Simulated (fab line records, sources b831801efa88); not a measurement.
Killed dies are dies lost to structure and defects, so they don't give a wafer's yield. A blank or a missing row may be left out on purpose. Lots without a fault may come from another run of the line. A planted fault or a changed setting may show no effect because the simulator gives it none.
fab line records | flow sky130 | part 1 of 2: steps 1 to 28 of 37
record lots=5 wafers=15 last_day=50
route steps=708 shown LDD_N@238 LDD_P@255 LDD_HVN@267
lots that met no fault: from a run of the same line without faults
start_h: hours from the record's first day to the start of the lot's first wafer shown | wait_h: hours since the lot's step before | " the same as in the row above | L1.1+2: a row that stands for several wafers | - no value, or no start given | * or withheld: withheld | < > ~ a bound
route shown NAME@n: a module of which the file shows steps, and the number in the route of the first | usual: mean/standard deviation of fault-free wafers | same: alike in all rows | chamber/n: place in a boat | sites: the reading at each site | _std_site: their standard deviation | _edge_site: outer sites' mean less inner sites' | radius_mm: how far each site lies from the wafer's centre | mask NAME#n: copy n | behind: the tool/chamber that last shaped the wafer | hold: why the lot was held/for how many hours/how that ended | device: the transistor (n, p or np) that didn't switch | end of line: the same wafers' tests at the end of the route | a step without rows: its recipe alone | killed: dies lost to structure and defects at the first sort, not the wafer's yield | map: a wafer's dies, x killed, . not, _ none there
set.NAME: the setting as run; set.NAME@STEP: as run at that earlier step | model.NAME: the simulator's own value behind a step, which no gauge read
lots at some steps of the route; a table a step, a row a wafer
services: from which hour (start_h, from the record's first day; less than 0 if before it) a tool's chamber was out of use, for how many hours, and why
## steps
# step SKY_LDD_N_HMDS_01
# recipe prime_time_s=60 prime_temp_c=120
# usual exhaust_pa=45.1/0.85 resist_line_temp_C=22.99/0.11
# columns lot.wafer tool chamber start_h wait_h exhaust_pa resist_line_temp_C
L077.2 litho_track-01 0 412.19 0.1 43.9 22.92
L077.3 " 0 " " 44.4 23.06
L077.4 " 0 " " 44.9 23.10
L085.2 litho_track-04 0 482.01 0.1 44.6 23.05
L085.3 " 0 " " 44.0 22.93
L085.4 " 0 " " 46.5 22.90
L091.2 litho_track-02 0 570.51 0.1 45.1 22.90
L091.4 " 0 " " 43.8 23.02
L091.5 " 0 " " 44.0 23.04
L097.2 litho_track-04 0 583.46 0.1 45.1 23.02
L097.4 " 0 " " 44.9 22.93
L097.5 " 0 " " 45.1 23.06
L096.4 litho_track-01 0 584.89 0.1 45.0 23.16
L096.5 " 0 " " 45.0 23.16
L096.6 " 0 " " 45.5 23.17
# step SKY_LDD_N_COAT_02
# recipe resist=NOVOLAK spin_rpm=3000 resist_thk_nm=300
# usual exhaust_pa=44.8/0.99 resist_line_temp_C=22.96/0.096
# columns lot.wafer tool chamber start_h wait_h exhaust_pa resist_line_temp_C
L077.2 litho_track-01 0 412.34 0.1 44.8 22.83
L077.3 " 0 " " 44.1 22.90
L077.4 " 0 " " 44.1 22.98
L085.2 litho_track-04 0 482.16 0.1 44.9 22.96
L085.3 " 0 " " 45.3 22.96
L085.4 " 0 " " 45.0 22.97
L091.2 litho_track-02 0 570.66 0.1 43.1 22.79
L091.4 " 0 " " 44.7 23.13
L091.5 " 0 " " 44.2 23.00
L097.2 litho_track-04 0 583.61 0.1 45.2 23.03
L097.4 " 0 " " 45.3 23.16
L097.5 " 0 " " 45.2 22.86
L096.4 litho_track-01 0 585.04 0.1 44.7 23.02
L096.5 " 0 " " 44.1 23.07
L096.6 " 0 " " 43.7 23.12
# step SKY_LDD_N_SOFTBAKE_03
# recipe temp_c=90 time_s=60 resist=NOVOLAK
# usual exhaust_pa=45.0/0.92 plate_temp_C=89.98/0.13 resist_line_temp_C=23.04/0.11
# columns lot.wafer tool chamber start_h wait_h exhaust_pa plate_temp_C resist_line_temp_C
L077.2 litho_track-01 0 412.49 0.1 43.7 90.27 23.06
L077.3 " 0 " " 44.6 90.13 23.12
L077.4 " 0 " " 45.0 90.00 23.00
L085.2 litho_track-04 0 482.31 0.1 45.2 90.00 23.14
L085.3 " 0 " " 45.7 90.04 23.06
L085.4 " 0 " " 44.8 89.93 22.90
L091.2 litho_track-02 0 570.81 0.1 46.0 90.11 23.04
L091.4 " 0 " " 44.5 90.26 22.96
L091.5 " 0 " " 45.6 90.10 22.98
L097.2 litho_track-04 0 583.76 0.1 44.7 89.94 22.83
L097.4 " 0 " " 45.0 90.06 22.91
L097.5 " 0 " " 44.3 90.08 22.90
L096.4 litho_track-01 0 585.19 0.1 45.3 89.87 23.15
L096.5 " 0 " " 44.4 89.99 23.11
L096.6 " 0 " " 44.4 89.90 23.12
# step SKY_LDD_N_EXPOSE_04
# recipe mask_id=NTM target_cd_nm=840 na=0.6 source_shape=conventional sigma_outer=0.6 dose_mj=110
# columns lot.wafer tool chamber start_h wait_h mask
L077.2+3+4 iline_stepper-01 0 - - NTM#0
L085.2+3+4 iline_stepper-02 0 - - NTM#0
L091.2+4+5 iline_stepper-02 0 - - NTM#0
L097.2+4+5 iline_stepper-01 0 - - NTM#0
L096.4+5+6 iline_stepper-02 0 - - NTM#0
# step SKY_LDD_N_PEB_05
# recipe temp_c=withheld time_s=* resist=NOVOLAK
# usual exhaust_pa=45.0/0.87 resist_line_temp_C=*
# columns lot.wafer tool chamber start_h wait_h exhaust_pa resist_line_temp_C
L077.2 litho_track-04 0 - - 44.6 *
L077.3 " 0 " " 44.5 *
L077.4 " 0 " " 44.6 *
L085.2 litho_track-04 0 - - 45.6 *
L085.3 " 0 " " 45.6 *
L085.4 " 0 " " 46.3 *
L091.2 litho_track-04 0 - - 45.7 *
L091.4 " 0 " " 45.1 *
L091.5 " 0 " " 44.8 *
L097.2 litho_track-04 0 - - 45.2 *
L097.4 " 0 " " 45.4 *
L097.5 " 0 " " 44.8 *
L096.4 litho_track-02 0 - - 45.3 *
L096.5 " 0 " " 44.8 *
L096.6 " 0 " " 44.6 *
# step SKY_LDD_N_DEVELOP_06
# recipe develop_time_s=60 dev_temp_c=23
# usual exhaust_pa=45.0/0.78 resist_line_temp_C=22.99/0.097
# columns lot.wafer tool chamber start_h wait_h exhaust_pa resist_line_temp_C
L077.2 litho_track-04 0 427.41 0.1 45.1 23.04
L077.3 " 0 " " 44.4 22.95
L077.4 " 0 " " 46.8 22.82
L085.2 litho_track-04 0 498.11 0.1 45.0 22.89
L085.3 " 0 " " 44.0 22.92
L085.4 " 0 " " 46.0 22.78
L091.2 litho_track-04 0 584.96 0.1 45.8 23.06
L091.4 " 0 " " 45.9 22.95
L091.5 " 0 " " 44.5 23.08
L097.2 litho_track-04 0 598.11 0.1 45.1 22.98
L097.4 " 0 " " 44.9 22.90
L097.5 " 0 " " 44.8 23.02
L096.4 litho_track-02 0 599.56 0.1 44.5 22.86
L096.5 " 0 " " 44.2 22.84
L096.6 " 0 " " 44.7 22.89
# step SKY_LDD_N_OVL_MEAS_07
# usual LDD_N_OVL=0.7/1.4
# columns lot.wafer tool chamber start_h wait_h LDD_N_OVL[nm]
L077.2 overlay-01 - 427.54 0.1 -1.0
L077.3 " - " " 0.4
L077.4 " - " " 0.6
L085.2 overlay-01 - 498.24 0.1 -1.1
L085.3 " - " " 0.5
L085.4 " - " " 0.1
L091.2 overlay-02 - 585.09 0.1 2.4
L091.4 " - " " 2.0
L091.5 " - " " 0.4
L097.2 overlay-01 - 598.24 0.1 -0.2
L097.4 " - " " 1.2
L097.5 " - " " 0.6
L096.4 overlay-02 - 599.65 0.1 -0.9
L096.5 " - " " 0.0
L096.6 " - " " -0.2
# step SKY_LDD_N_IMPLANT_08
# recipe species=As energy_kev=20 dose_cm2=7.5e+13 tilt_deg=withheld rotation_deg=23
# columns lot.wafer tool chamber start_h wait_h
L077.2+3+4 implanter-03 0 427.59 0.0
L085.2+3+4 implanter-03 0 498.29 0.0
L091.2+4+5 implanter-04 0 585.14 0.0
L097.2+4+5 implanter-03 0 598.29 0.0
L096.4+5+6 implanter-01 0 599.75 0.1
# step SKY_LDD_N_IMPLANT_09
# recipe species=As energy_kev=20 dose_cm2=7.5e+13 tilt_deg=withheld rotation_deg=113
# columns lot.wafer tool chamber start_h wait_h
L077.2+3+4 implanter-03 0 427.74 0.1
L085.2+3+4 implanter-03 0 498.44 0.1
L091.2+4+5 implanter-04 0 585.29 0.1
L097.2+4+5 implanter-03 0 598.44 0.1
L096.4+5+6 implanter-01 0 599.90 0.1
# step SKY_LDD_N_IMPLANT_10
# recipe species=As energy_kev=20 dose_cm2=7.5e+13 tilt_deg=withheld rotation_deg=203
# columns lot.wafer tool chamber start_h wait_h
L077.2+3+4 implanter-03 0 427.89 0.1
L085.2+3+4 implanter-03 0 498.59 0.1
L091.2+4+5 implanter-04 0 585.44 0.1
L097.2+4+5 implanter-03 0 598.59 0.1
L096.4+5+6 implanter-01 0 600.05 0.1
# step SKY_LDD_N_IMPLANT_11
# recipe species=As energy_kev=20 dose_cm2=7.5e+13 tilt_deg=withheld rotation_deg=293
# columns lot.wafer tool chamber start_h wait_h
L077.2+3+4 implanter-03 0 428.04 0.1
L085.2+3+4 implanter-03 0 498.74 0.1
L091.2+4+5 implanter-04 0 585.59 0.1
L097.2+4+5 implanter-03 0 598.74 0.1
L096.4+5+6 implanter-01 0 600.20 0.1
# step SKY_LDD_N_IMPLANT_12
# recipe species=BF2 energy_kev=50 dose_cm2=5e+12 tilt_deg=30 rotation_deg=0
# columns lot.wafer tool chamber start_h wait_h
L077.2+3+4 implanter-03 0 428.19 0.1
L085.2+3+4 implanter-03 0 498.89 0.1
L091.2+4+5 implanter-04 0 585.74 0.1
L097.2+4+5 implanter-03 0 598.89 0.1
L096.4+5+6 implanter-01 0 600.35 0.1
# step SKY_LDD_N_IMPLANT_13
# recipe species=BF2 energy_kev=50 dose_cm2=5e+12 tilt_deg=30 rotation_deg=90
# columns lot.wafer tool chamber start_h wait_h
L077.2+3+4 implanter-03 0 428.34 0.1
L085.2+3+4 implanter-03 0 499.04 0.1
L091.2+4+5 implanter-04 0 585.89 0.1
L097.2+4+5 implanter-03 0 599.04 0.1
L096.4+5+6 implanter-01 0 600.50 0.1
# step SKY_LDD_N_IMPLANT_14
# recipe species=BF2 energy_kev=50 dose_cm2=5e+12 tilt_deg=30 rotation_deg=180
# columns lot.wafer tool chamber start_h wait_h
L077.2+3+4 implanter-03 0 428.49 0.1
L085.2+3+4 implanter-03 0 499.19 0.1
L091.2+4+5 implanter-04 0 586.04 0.1
L097.2+4+5 implanter-03 0 599.19 0.1
L096.4+5+6 implanter-01 0 600.65 0.1
# step SKY_LDD_N_IMPLANT_15
# recipe species=BF2 energy_kev=50 dose_cm2=5e+12 tilt_deg=30 rotation_deg=270
# columns lot.wafer tool chamber start_h wait_h
L077.2+3+4 implanter-03 0 428.64 0.1
L085.2+3+4 implanter-03 0 499.34 0.1
L091.2+4+5 implanter-04 0 586.19 0.1
L097.2+4+5 implanter-03 0 599.34 0.1
L096.4+5+6 implanter-01 0 600.80 0.1
# step SKY_LDD_N_STRIP_16
# recipe chemistry=O2/N2 power_w=1400 pressure_mtorr=1500 platen_temp_c=withheld o2_flow_sccm=3000 n2_flow_sccm=300 overash_fraction=0.5
# usual drypump_motor_current_A=5.6/0.44 oes_product_au=0.406/0.0042 strip_time_to_endpoint_s=4.316/0.014
# columns lot.wafer tool chamber start_h wait_h drypump_motor_current_A oes_product_au rf_hours_counter_h strip_time_to_endpoint_s
L077.2 plasma_asher-02 1 428.77 0.1 6.0 0.403 30 4.319
L077.3 " 0 " " 6.0 0.403 - 4.296
L077.4 " 1 " " 6.0 0.402 - 4.293
L085.2 plasma_asher-01 1 499.47 0.1 4.8 0.408 81 4.305
L085.3 " 1 " " 4.9 0.403 - 4.300
L085.4 " 0 " " 5.6 0.403 - 4.307
L091.2 plasma_asher-02 0 586.32 0.1 6.0 0.406 46 4.321
L091.4 " 1 " " 6.0 0.408 - 4.310
L091.5 " 0 " " 6.0 0.403 - 4.305
L097.2 plasma_asher-02 0 599.47 0.1 6.0 0.405 47 4.320
L097.4 " 1 " " 6.0 0.408 - 4.314
L097.5 " 1 " " 6.0 0.413 - 4.293
L096.4 plasma_asher-02 0 600.91 0.1 6.0 0.406 - 4.282
L096.5 " 1 " " 6.0 0.408 - 4.322
L096.6 " 0 " " 6.0 0.406 - 4.296
# step SKY_LDD_N_TW_MEAS_17
# usual LDD_N_TW=2594/28
# columns lot.wafer tool chamber start_h wait_h LDD_N_TW
L077.2 film_metro-03 - 428.88 0.1 2544
L077.3 " - " " 2562
L077.4 " - " " 2551
L085.2 film_metro-03 - 499.58 0.1 2570
L085.3 " - " " 2560
L085.4 " - " " 2565
L091.2 film_metro-02 - 586.43 0.1 2623
L091.4 " - " " 2616
L091.5 " - " " 2634
L097.2 film_metro-03 - 599.58 0.1 2556
L097.4 " - " " 2555
L097.5 " - " " 2550
L096.4 film_metro-03 - 601.00 0.1 2557
L096.5 " - " " 2568
L096.6 " - " " 2565
# step SKY_LDD_P_DEHYDRATE_00
# recipe temp_c=200 time_s=60
# usual exhaust_pa=45.2/0.94 plate_temp_C=200.01/0.15 resist_line_temp_C=23.00/0.11
# columns lot.wafer tool chamber start_h wait_h exhaust_pa plate_temp_C resist_line_temp_C
L077.2 litho_track-02 0 443.61 14.7 44.1 199.76 23.07
L077.3 " 0 " " 45.6 199.86 23.20
L077.4 " 0 " " 46.8 199.82 22.89
L085.2 litho_track-03 0 514.45 14.9 45.3 200.01 22.87
L085.3 " 0 " " 43.8 200.07 23.03
L085.4 " 0 " " 43.7 199.86 22.92
L091.2 litho_track-02 0 600.01 13.6 44.9 200.05 22.92
L091.4 " 0 " " 44.9 199.90 22.84
L091.5 " 0 " " 46.2 200.09 22.83
L097.2 litho_track-02 0 613.16 13.6 46.1 199.64 23.03
L097.4 " 0 " " 46.0 199.77 22.86
L097.5 " 0 " " 46.7 199.78 22.91
L096.4 litho_track-03 0 614.55 13.5 46.0 199.85 23.09
L096.5 " 0 " " 45.3 199.86 23.07
L096.6 " 0 " " 47.0 199.97 22.97
# step SKY_LDD_P_HMDS_01
# recipe prime_time_s=60 prime_temp_c=120
# usual exhaust_pa=44.8/0.78 resist_line_temp_C=23.00/0.091
# columns lot.wafer tool chamber start_h wait_h exhaust_pa resist_line_temp_C
L077.2 litho_track-02 0 443.76 0.1 45.7 23.08
L077.3 " 0 " " 45.5 22.99
L077.4 " 0 " " 44.6 22.86
L085.2 litho_track-03 0 514.60 0.1 45.0 22.91
L085.3 " 0 " " 44.9 22.96
L085.4 " 0 " " 44.9 22.85
L091.2 litho_track-02 0 600.16 0.1 44.6 23.06
L091.4 " 0 " " 45.3 22.97
L091.5 " 0 " " 45.5 22.96
L097.2 litho_track-02 0 613.31 0.1 45.8 22.87
L097.4 " 0 " " 45.4 22.92
L097.5 " 0 " " 44.7 22.83
L096.4 litho_track-03 0 614.70 0.1 44.9 22.96
L096.5 " 0 " " 44.9 22.92
L096.6 " 0 " " 43.1 23.07
# step SKY_LDD_P_COAT_02
# recipe resist=NOVOLAK spin_rpm=3000 resist_thk_nm=1140
# usual exhaust_pa=45.2/0.91 resist_line_temp_C=23.00/0.1
# columns lot.wafer tool chamber start_h wait_h exhaust_pa resist_line_temp_C
L077.2 litho_track-02 0 443.91 0.1 44.5 23.07
L077.3 " 0 " " 44.6 22.99
L077.4 " 0 " " 45.0 23.07
L085.2 litho_track-03 0 514.75 0.1 44.4 22.89
L085.3 " 0 " " 45.7 22.87
L085.4 " 0 " " 44.7 22.83
L091.2 litho_track-02 0 600.31 0.1 44.4 23.12
L091.4 " 0 " " 43.4 23.09
L091.5 " 0 " " 43.7 23.21
L097.2 litho_track-02 0 613.46 0.1 45.1 22.99
L097.4 " 0 " " 44.5 22.97
L097.5 " 0 " " 44.0 22.88
L096.4 litho_track-03 0 614.85 0.1 45.5 22.92
L096.5 " 0 " " 45.4 22.95
L096.6 " 0 " " 45.3 23.04
# step SKY_LDD_P_SOFTBAKE_03
# recipe temp_c=90 time_s=60 resist=NOVOLAK
# usual exhaust_pa=45.0/0.84 plate_temp_C=90.02/0.14 resist_line_temp_C=22.98/0.1
# columns lot.wafer tool chamber start_h wait_h exhaust_pa plate_temp_C resist_line_temp_C
L077.2 litho_track-02 0 444.06 0.1 43.2 89.91 23.01
L077.3 " 0 " " 43.8 90.11 22.97
L077.4 " 0 " " 44.5 89.95 22.99
L085.2 litho_track-03 0 514.90 0.1 46.6 89.96 23.05
L085.3 " 0 " " 44.5 89.92 23.08
L085.4 " 0 " " 46.3 89.87 22.95
L091.2 litho_track-02 0 600.46 0.1 45.7 89.94 23.05
L091.4 " 0 " " 45.4 90.04 22.90
L091.5 " 0 " " 44.4 90.11 23.03
L097.2 litho_track-02 0 613.61 0.1 44.7 90.02 23.12
L097.4 " 0 " " 45.5 90.11 23.06
L097.5 " 0 " " 45.4 90.17 23.05
L096.4 litho_track-03 0 615.00 0.1 46.0 90.08 22.86
L096.5 " 0 " " 44.2 90.06 22.79
L096.6 " 0 " " 44.6 90.03 22.76
# step SKY_LDD_P_EXPOSE_04
# recipe mask_id=PSDM na=0.6 source_shape=conventional sigma_outer=0.6 polarization=unpolarized target_cd_nm=380 dose_mj=138
# columns lot.wafer tool chamber start_h wait_h mask
L077.2+3+4 iline_stepper-01 0 - - PSDM#0
L085.2+3+4 iline_stepper-01 0 - - PSDM#0
L091.2+4+5 iline_stepper-02 0 - - PSDM#0
L097.2+4+5 iline_stepper-01 0 - - PSDM#0
L096.4+5+6 iline_stepper-01 0 - - PSDM#0
# step SKY_LDD_P_PEB_05
# recipe temp_c=withheld time_s=* resist=NOVOLAK
# usual exhaust_pa=45.2/0.92 resist_line_temp_C=*
# columns lot.wafer tool chamber start_h wait_h exhaust_pa resist_line_temp_C
L077.2 litho_track-03 0 - - 46.2 *
L077.3 " 0 " " 45.3 *
L077.4 " 0 " " 45.4 *
L085.2 litho_track-01 0 - - 44.7 *
L085.3 " 0 " " 44.7 *
L085.4 " 0 " " 43.9 *
L091.2 litho_track-01 0 - - 44.9 *
L091.4 " 0 " " 43.3 *
L091.5 " 0 " " 43.7 *
L097.2 litho_track-01 0 - - 44.9 *
L097.4 " 0 " " 45.1 *
L097.5 " 0 " " 45.6 *
L096.4 litho_track-03 0 - - 45.2 *
L096.5 " 0 " " 45.1 *
L096.6 " 0 " " 43.2 *
# step SKY_LDD_P_DEVELOP_06
# recipe resist=NOVOLAK developer=TMAH develop_time_s=57.27 dev_temp_c=23
# usual exhaust_pa=45.1/0.93 resist_line_temp_C=23.00/0.098
# columns lot.wafer tool chamber start_h wait_h exhaust_pa resist_line_temp_C
L077.2 litho_track-03 0 459.70 0.1 46.3 22.96
L077.3 " 0 " " 43.9 23.04
L077.4 " 0 " " 45.5 23.14
L085.2 litho_track-01 0 530.24 0.1 44.5 22.92
L085.3 " 0 " " 42.2 22.91
L085.4 " 0 " " 43.2 22.96
L091.2 litho_track-01 0 614.39 0.1 45.6 23.11
L091.4 " 0 " " 45.0 23.15
L091.5 " 0 " " 46.4 22.87
L097.2 litho_track-01 0 627.79 0.1 44.2 22.99
L097.4 " 0 " " 45.2 22.94
L097.5 " 0 " " 45.8 22.81
L096.4 litho_track-03 0 629.10 0.1 45.5 23.09
L096.5 " 0 " " 45.8 22.99
L096.6 " 0 " " 45.7 22.81
# step SKY_LDD_P_CD_MEAS_07
# recipe target_cd_nm=380
# usual cd_nm=380.3/2.3
# columns lot.wafer tool chamber start_h wait_h cd_nm
L077.2 cd_sem-01 - 459.84 0.1 383.8
L077.3 " - " " 384.2
L077.4 " - " " 382.2
L085.2 cd_sem-01 - 530.38 0.1 377.9
L085.3 " - " " 378.1
L085.4 " - " " 378.6
L091.2 cd_sem-02 - 614.53 0.1 379.1
L091.4 " - " " 381.1
L091.5 " - " " 377.5
L097.2 cd_sem-02 - 627.93 0.1 380.8
L097.4 " - " " 379.7
L097.5 " - " " 380.6
L096.4 cd_sem-02 - 629.23 0.1 384.5
L096.5 " - " " 385.5
L096.6 " - " " 384.5
# step SKY_LDD_P_OVL_MEAS_08
# usual LDD_P_OVL=0.6/1.2
# columns lot.wafer tool chamber start_h wait_h LDD_P_OVL[nm]
L077.2 overlay-01 - 459.95 0.1 1.4
L077.3 " - " " 0.4
L077.4 " - " " 0.9
L085.2 overlay-01 - 530.49 0.1 0.0
L085.3 " - " " 1.1
L085.4 " - " " 1.5
L091.2 overlay-02 - 614.64 0.1 0.2
L091.4 " - " " 0.7
L091.5 " - " " 1.8
L097.2 overlay-02 - 628.04 0.1 0.5
L097.4 " - " " 2.5
L097.5 " - " " 1.1
L096.4 overlay-02 - 629.31 0.1 0.7
L096.5 " - " " 1.8
L096.6 " - " " 0.3
# step SKY_LDD_P_IMPLANT_09
# recipe species=BF2 energy_kev=25 dose_cm2=1e+13 tilt_deg=withheld
# columns lot.wafer tool chamber start_h wait_h
L077.2+3+4 implanter-02 0 460.00 0.0
L085.2+3+4 implanter-02 0 530.55 0.0
L091.2+4+5 implanter-03 0 614.70 0.0
L097.2+4+5 implanter-04 0 628.10 0.0
L096.4+5+6 implanter-02 0 629.40 0.1
# step SKY_LDD_P_STRIP_10
# recipe chemistry=O2/N2 power_w=1400 pressure_mtorr=1500 platen_temp_c=withheld o2_flow_sccm=3000 n2_flow_sccm=300 overash_fraction=0.5
# usual drypump_motor_current_A=5.6/0.42 oes_product_au=0.716/0.0044 strip_time_to_endpoint_s=14.18/0.038
# columns lot.wafer tool chamber start_h wait_h drypump_motor_current_A oes_product_au rf_hours_counter_h strip_time_to_endpoint_s
L077.2 plasma_asher-01 0 460.13 0.1 5.6 0.711 77 14.22
L077.3 " 1 " " 4.8 0.719 - 14.21
L077.4 " 0 " " 5.6 0.719 - 14.22
L085.2 plasma_asher-02 1 530.67 0.1 6.0 0.716 40 14.20
L085.3 " 1 " " 6.0 0.716 - 14.27
L085.4 " 0 " " 6.0 0.720 - 14.22
L091.2 plasma_asher-02 1 614.82 0.1 6.0 0.720 49 14.23
L091.4 " 0 " " 6.0 0.710 - 14.23
L091.5 " 1 " " 6.0 0.714 - 14.19
L097.2 plasma_asher-03 0 628.22 0.1 5.8 0.723 79 14.19
L097.4 " 1 " " 5.8 0.712 - 14.16
L097.5 " 1 " " 5.8 0.708 - 14.16
L096.4 plasma_asher-02 1 629.51 0.1 6.0 0.711 - 14.12
L096.5 " 0 " " 6.0 0.718 - 14.15
L096.6 " 1 " " 6.0 0.724 - 14.13
